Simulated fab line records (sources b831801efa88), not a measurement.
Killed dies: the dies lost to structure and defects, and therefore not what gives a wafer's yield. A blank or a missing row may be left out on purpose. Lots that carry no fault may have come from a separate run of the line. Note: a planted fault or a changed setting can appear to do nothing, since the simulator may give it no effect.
Struck lot and sound lot, side by side | flow sky130 | 28 out of 708 route steps
Sound: these wafers, L650.4, L650.5, L650.6. Wafers struck: L662.1, L662.3, L662.5. At the end, the cause is stated.
Each step with rows lists, per side, the tool, then ch with its chambers, then its first start. Under that, the readings that differ: sound wafers | struck wafers | difference of the means | sigmas: that difference in standard deviations of wafers without a fault.
alike: words and numbers the same on both sides, and readings whose means are apart by under 2 such deviations; not compared: readings that were withheld, readings missing a value for some wafer, numbers with overlapping values and no deviation given by the record, and bounds like >300 which may hide the same value.
A row with sigmas, a row that says differs or no value, or rows on one side alone: a step with any of these is where the two part. Numbers that don't overlap but have no deviation are shown without sigmas and don't part them. A reading missing from all wafers of one side parts the sides only when that side holds two or more wafers.

first, 5 steps without rows for these wafers: SKY_SONOS_ONO_COAT_08 (resist thk 1140 nm); SKY_SONOS_ONO_SOFTBAKE_09 (time 60 s); SKY_SONOS_ONO_EXPOSE_10 (exposes mask ONOM, target cd 410 nm); SKY_SONOS_ONO_PEB_11; SKY_SONOS_ONO_DEVELOP_12 (develop time 60 s).
SKY_SONOS_ONO_CD_MEAS_13: target cd 410 nm.
  sound: cd_sem-01 at day 13 12:14; struck: cd_sem-02 at day 17 11:56
  reading    | sound             | struck            | difference | sigmas
  cd_nm (nm) | 408.2 407.5 408.8 | 414.7 411.8 411.9 | +4.6       | +2
SKY_SONOS_ONO_OVL_MEAS_14:
  sound: overlay-01 at day 13 12:19; struck: overlay-01 at day 17 12:03
  reading            | sound       | struck         | difference | sigmas
  SONOS_ONO_OVL (nm) | 0.6 0.2 0.7 | -3.1 -3.5 -2.5 | -3.5       | -3
SKY_SONOS_ONO_ETCH_15: etches the open film in CHF3/O2, target depth 19.52 nm, time 7.8 s.
  sound on rie_diel-04 ch 0,2,3, day 13 12:20; struck on rie_diel-04 ch 0,1, day 17 12:05
  reading                | sound             | struck            | difference | sigmas
  throttle_valve_pct (%) | 8.809 8.807 8.822 | 8.832 8.835 8.824 | +0.018     | +2
  alike: drypump_motor_current_A, oes_product_au
  not compared: rf_hours_counter_h
then, 1 step without rows for these wafers: SKY_SONOS_ONO_WET_ETCH_16 (etches SiO2 in dHF, target depth 14 nm, time 280 s).
SKY_SONOS_ONO_STRIP_17: strips in O2/N2.
  sound on plasma_asher-04 ch 0,1, day 13 12:29; struck on plasma_asher-01 ch 0, day 17 12:12
  reading                     | sound       | struck      | difference | sigmas
  drypump_motor_current_A (A) | 4.9 4.9 5.4 | 5.9 5.9 5.9 | +0.8       | +2
  alike: oes_product_au, strip_time_to_endpoint_s
  not compared: rf_hours_counter_h
then, 2 steps without rows for these wafers: SKY_SONOS_ONO_WET_ETCH_18 (etches Si3N4 in H3PO4, target depth 15 nm, time 172 s); SKY_GATE_OXIDE_CLEAN_00 (cleans in SC1/SC2, time 150 s).
SKY_GATE_OXIDE_OXIDATION_01: stabilise 600 s, purge 300 s, target thk 10.268 nm.
  sound on furnace-02 ch 0, day 13 15:07; struck on furnace-01 ch 0, day 17 12:46
  reading                                           | sound                | struck               | difference | sigmas
  spike_tc_bottom_C (C)                             | 919.3 920.4 917.8    | 889.5 889.3 890.3    | -29.5      | -11
  spike_tc_centre_C (C)                             | 900.4 899.5 898.8    | 873.4 877.1 876.4    | -23.9      | -24
  spike_tc_lower_C (C)                              | 898.2 899.0 900.2    | 875.8 876.2 876.7    | -22.9      | -21
  spike_tc_top_C (C)                                | 905.9 907.9 905.7    | 887.3 887.8 884.9    | -19.8      | -8
  spike_tc_upper_C (C)                              | 898.9 898.9 897.9    | 874.9 874.3 874.4    | -24.0      | -22
  tube_center_temp_C (C)                            | 900.06 899.99 899.97 | 875.05 874.93 875.21 | -24.94     | -99 or more
  tube_center_temp_C_max                            | 902.2 902.3 901.7    | 877.4 876.8 877.9    | -24.7      | -67
  zone_power_bottom_pct (%)                         | 28.1 28.5 28.6       | 26.1 26.1 26.3       | -2.2       | -4
  model.SiO2_of_GATE_OXIDE_OXIDATION_01.thk_nm (nm) | 10.21 10.06 10.08    | 7.859 8.091 7.9      | -2.167     |
SKY_GATE_OXIDE_THK_MEAS_02:
  sound: film_metro-01 at day 13 16:33; struck: film_metro-01 at day 17 14:30
  reading                          | sound             | struck         | difference | sigmas
  GATE_OXIDE_OXIDATION_00_THK (nm) | 10.21 10.04 10.07 | 7.87 8.03 7.90 | -2.17      | -13
  not compared: hold
then, 6 steps without rows for these wafers: SKY_GATE_OXIDE_HMDS_04 (prime time 60 s); SKY_GATE_OXIDE_COAT_05 (resist thk 1140 nm); SKY_GATE_OXIDE_SOFTBAKE_06 (time 60 s); SKY_GATE_OXIDE_EXPOSE_07 (exposes mask LVOM, target cd 600 nm); SKY_GATE_OXIDE_PEB_08; SKY_GATE_OXIDE_DEVELOP_09 (develop time 60 s).
SKY_GATE_OXIDE_OVL_MEAS_10:
  sound: overlay-01 at day 14 18:37; struck: overlay-02 at day 18 19:31
  alike: GATE_OXIDE_OVL
then, 2 steps without rows for these wafers: SKY_GATE_OXIDE_IMPLANT_11; SKY_GATE_OXIDE_WET_ETCH_12 (etches SiO2 in dHF, target depth 16.8 nm, time 336 s).
SKY_GATE_OXIDE_STRIP_13: strips in O2/N2.
  sound on plasma_asher-02 ch 0,1, day 14 18:55; struck on plasma_asher-01 ch 0, day 18 19:48
  alike: drypump_motor_current_A, oes_product_au, strip_time_to_endpoint_s
  not compared: rf_hours_counter_h
SKY_GATE_OXIDE_TW_MEAS_14:
  sound: film_metro-01 at day 14 19:01; struck: film_metro-01 at day 18 20:08
  alike: GATE_OXIDE_TW
  not compared: hold
SKY_GATE_OXIDE_OXIDATION_16: stabilise 600 s, purge 300 s, target thk 3.57 nm.
  sound on furnace-02 ch 0, day 14 19:05; struck on furnace-02 ch 0, day 18 21:38
  reading                                           | sound             | struck            | difference | sigmas
  model.SiO2_of_GATE_OXIDE_OXIDATION_01.thk_nm (nm) | 11.55 11.41 11.39 | 9.357 9.541 9.356 | -2.032     |
  alike: ramp_up_c_per_min, spike_tc_bottom_C, spike_tc_centre_C, spike_tc_lower_C, spike_tc_top_C, spike_tc_upper_C, tube_center_temp_C, tube_center_temp_C_max, zone_power_bottom_pct
then, 1 step without rows for these wafers: SKY_POLY_GATE_CVD_00 (deposits poly-Si, target thk 180 nm, time 720 s).
-- record jumps: 30 days separate the struck wafers' starts on either side; left off in module POLY_GATE, taken up again in module PAD_OPEN, whose first shown step is the route's number 708 --
SKY_PAD_OPEN_PROBE_99:
  sound: prober-01 at day 46 06:49; struck: prober-01 at day 49 02:06
  reading                                | sound                         | struck                        | difference | sigmas
  model.etest.nfet_16v.r_on_ohm_um       | 1.404e+04 1.394e+04 1.39e+04  | 1.286e+04 1.289e+04 1.267e+04 | -1.153e+03 |
  model.etest.pfet_16v.r_on_ohm_um       | 1.552e+04 1.532e+04 1.559e+04 | 1.472e+04 1.48e+04 1.482e+04  | -6.967e+02 |
  model.etest.pfet_g5v0d10v5.r_on_ohm_um | 4769 4669 4731                | 4248 4380 4334                | -402       |
  model.etest.tip_sonos.rs_ohm_sq        | 2726 2658 2638                | 2251 2285 2232                | -418       |
  model.etest.nfet_g5v0d10v5.r_on_ohm_um | 1921 1881 1880                | 1685 1697 1691                | -203       |
  model.etest.nfet_g5v0d10v5.drive_ua_um | 601.8 615.4 613               | 739.4 730.1 737.6             | +125.6     |
  model.etest.nfet_05v0_nvt.drive_ua_um  | 577.5 582.4 581.6             | 689.5 677.6 690.6             | +105.4     |
  model.etest.tip_p.rs_ohm_sq            | 6948 6915 6880                | 6688 6695 6662                | -233       |
  alike: killed_at_M0_to_M3, killed_at_M4_up, killed_at_contacts, killed_at_front_end, killed_at_other, killed_dies, killed_open, killed_short

WHERE THEY PART
Last at SKY_GATE_OXIDE_THK_MEAS_02 as far as this record goes, first at SKY_SONOS_ONO_CD_MEAS_13. Later steps at which nothing parts them and some readings are alike: SKY_GATE_OXIDE_OVL_MEAS_10, SKY_GATE_OXIDE_STRIP_13, SKY_GATE_OXIDE_TW_MEAS_14, SKY_GATE_OXIDE_OXIDATION_16, SKY_PAD_OPEN_PROBE_99.

WHY: whatever the simulator had introduced
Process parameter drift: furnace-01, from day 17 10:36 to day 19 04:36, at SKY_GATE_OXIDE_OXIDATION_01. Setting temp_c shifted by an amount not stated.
